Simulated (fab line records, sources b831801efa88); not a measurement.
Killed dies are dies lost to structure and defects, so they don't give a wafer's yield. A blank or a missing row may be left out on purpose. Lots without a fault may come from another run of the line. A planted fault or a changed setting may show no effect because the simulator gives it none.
Which tool did it? | flow sky130 | 12 lots, 36 wafers sampled, at 4 steps of a route of 708

WHAT THE GAUGES READ, wafer by wafer
SKY_VT_ADJUST_HVTP_OVL_MEAS_08.
lot  | measured     | on         | VT_ADJUST_HVTP_OVL (nm)
L289 | day 5 23:59  | overlay-01 | 0.5 1.9 -1.1
L290 | day 6 03:50  | overlay-01 | -2.4 -1.3 -1.1
L291 | day 6 10:29  | overlay-01 | -1.2 -2.4 -2.6
L294 | day 7 01:58  | overlay-02 | -0.2 -0.3 1.6
L295 | day 7 06:14  | overlay-02 | -1.8 -1.6 -2.1
L296 | day 7 10:53  | overlay-01 | -3.1 -3.8 -2.2
L301 | day 8 03:43  | overlay-02 | -1.9 -3.4 -2.7
L305 | day 8 16:35  | overlay-01 | 1.1 0.0 0.1
L306 | day 8 18:40  | overlay-01 | 0.6 0.7 1.3
L309 | day 15 07:41 | overlay-01 | 0.1 -0.1 -0.9
L312 | day 15 09:28 | overlay-01 | -3.2 -1.7 -1.2
L311 | day 15 09:59 | overlay-02 | -0.8 -4.0 -0.6

SKY_SONOS_ONO_THK_MEAS_01.
lot  | measured     | on            | SONOS_ONO_OXIDATION_THK (nm)
L289 | day 9 11:15  | film_metro-03 | 2.64 2.57 2.59
L290 | day 9 19:54  | film_metro-03 | 2.65 2.71 2.60
L291 | day 10 04:05 | film_metro-03 | 2.58 2.61 2.55
L294 | day 10 20:54 | film_metro-01 | 2.50 2.50 2.47
L295 | day 10 20:54 | film_metro-04 | 2.58 2.68 2.59
L296 | day 11 09:19 | film_metro-03 | 2.59 2.53 2.58
L301 | day 12 11:34 | film_metro-01 | 2.64 2.65 2.69
L305 | day 13 17:24 | film_metro-04 | 2.99 2.92 2.94
L306 | day 13 22:35 | film_metro-01 | 2.97 2.99 2.99
L309 | day 22 18:32 | film_metro-04 | 2.61 2.58 2.62
L312 | day 22 19:53 | film_metro-01 | 2.67 2.69 2.68
L311 | day 22 19:53 | film_metro-03 | 2.52 2.58 2.54

WHICH TOOL RAN EACH LOT (tool, then ch and the chambers of the sampled wafers, then the start)
lot  | SKY_VT_ADJUST_NCORE_STRIP_10         | SKY_SONOS_ONO_OXIDATION_00
L289 | plasma_asher-01 ch 0,1, day 7 18:56  | furnace-01 ch 0, day 9 09:55
L290 | plasma_asher-03 ch 0,1, day 7 21:32  | furnace-01 ch 0, day 9 18:34
L291 | plasma_asher-03 ch 1, day 8 02:52    | furnace-01 ch 0, day 10 02:45
L294 | plasma_asher-03 ch 0,1, day 8 13:49  | furnace-01 ch 0, day 10 19:34
L295 | plasma_asher-02 ch 0,1, day 8 17:32  | furnace-01 ch 0, day 10 19:34
L296 | plasma_asher-02 ch 0,1, day 8 19:58  | furnace-01 ch 0, day 11 07:58
L301 | plasma_asher-01 ch 1, day 9 23:29    | furnace-01 ch 0, day 12 10:12
L305 | plasma_asher-02 ch 0,1, day 10 18:49 | furnace-01 ch 0, day 13 16:04
L306 | plasma_asher-02 ch 0,1, day 10 21:20 | furnace-01 ch 0, day 13 21:14
L309 | plasma_asher-01 ch 0,1, day 18 20:56 | furnace-02 ch 0, day 22 17:11
L312 | plasma_asher-02 ch 0,1, day 18 22:44 | furnace-02 ch 0, day 22 18:32
L311 | plasma_asher-02 ch 0,1, day 18 23:38 | furnace-02 ch 0, day 22 18:32
- SKY_VT_ADJUST_NCORE_STRIP_10: strips in O2/N2.
- SKY_SONOS_ONO_OXIDATION_00: stabilise 600 s, purge 300 s, target thk 2.6 nm.

WHAT THE TOOLS THEMSELVES READ (means of the sampled wafers that have a number; where no wafer has one, the mark that the record gives instead)
SKY_VT_ADJUST_NCORE_STRIP_10.
lot  | tool            | drypump_motor_current_A (A) | oes_product_au (a.u.) | strip_time_to_endpoint_s (s)
L289 | plasma_asher-01 | 5.51                        | 0.712                 | 14.23
L290 | plasma_asher-03 | 5.94                        | 0.712                 | 14.25
L291 | plasma_asher-03 | 6.16                        | 0.712                 | 14.19
L294 | plasma_asher-03 | 5.93                        | 0.714                 | 14.22
L295 | plasma_asher-02 | 5.95                        | 0.718                 | 14.24
L296 | plasma_asher-02 | 5.96                        | 0.715                 | 14.16
L301 | plasma_asher-01 | 6.04                        | 0.713                 | 14.18
L305 | plasma_asher-02 | 5.97                        | 0.718                 | 14.23
L306 | plasma_asher-02 | 5.98                        | 0.711                 | 14.25
L309 | plasma_asher-01 | 5.51                        | 0.718                 | 14.18
L312 | plasma_asher-02 | 5.96                        | 0.717                 | 14.22
L311 | plasma_asher-02 | 5.97                        | 0.714                 | 14.17

THE ANSWER, worked out from the rows above alone
Rule: what is usual is taken from the lots themselves. Put in order of their means at a reading, lots are off if they are a third of the lots or fewer, leave a main group of 4 or more, and stand apart from it by a gap of 3 or more times the standard deviation of the main group's means; of several such gaps the widest counts. A main group whose means are all the same, to the digits that the tables above print for the reading, isn't used. A lot without any number at a reading at which 4 lots or more have one is off too. The other lots that the step has rows for count as sound. The gauges are gone through in route order, then the tools' own readings, and for those a lot's mean is taken as printed above. The first step at which some lot is off is used, and at that step the reading that is off furthest; a lot without a number counts as furthest.
Off: L305, L306, at SKY_SONOS_ONO_THK_MEAS_01 (SONOS_ONO_OXIDATION_THK). The main group: mean 2.60 nm, standard deviation 0.054.
A tool fits if, at a process step before that reading, it ran every lot that is off, and no sound lot after the first of them. The gauges at SKY_SONOS_ONO_THK_MEAS_01 are tried like those tools. One fits: furnace-01 at SKY_SONOS_ONO_OXIDATION_00. Its last sound lot is L301 (day 12 10:12), its first lot that is off L305 (day 13 16:04): a fault that began between those two fits.

WHAT THE SIMULATOR HAD PUT IN
Process parameter drift: furnace-01, from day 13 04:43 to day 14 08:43, at SKY_SONOS_ONO_OXIDATION_00. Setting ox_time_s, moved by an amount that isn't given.
Lots struck among those shown: L305, L306. The rule above found the same.
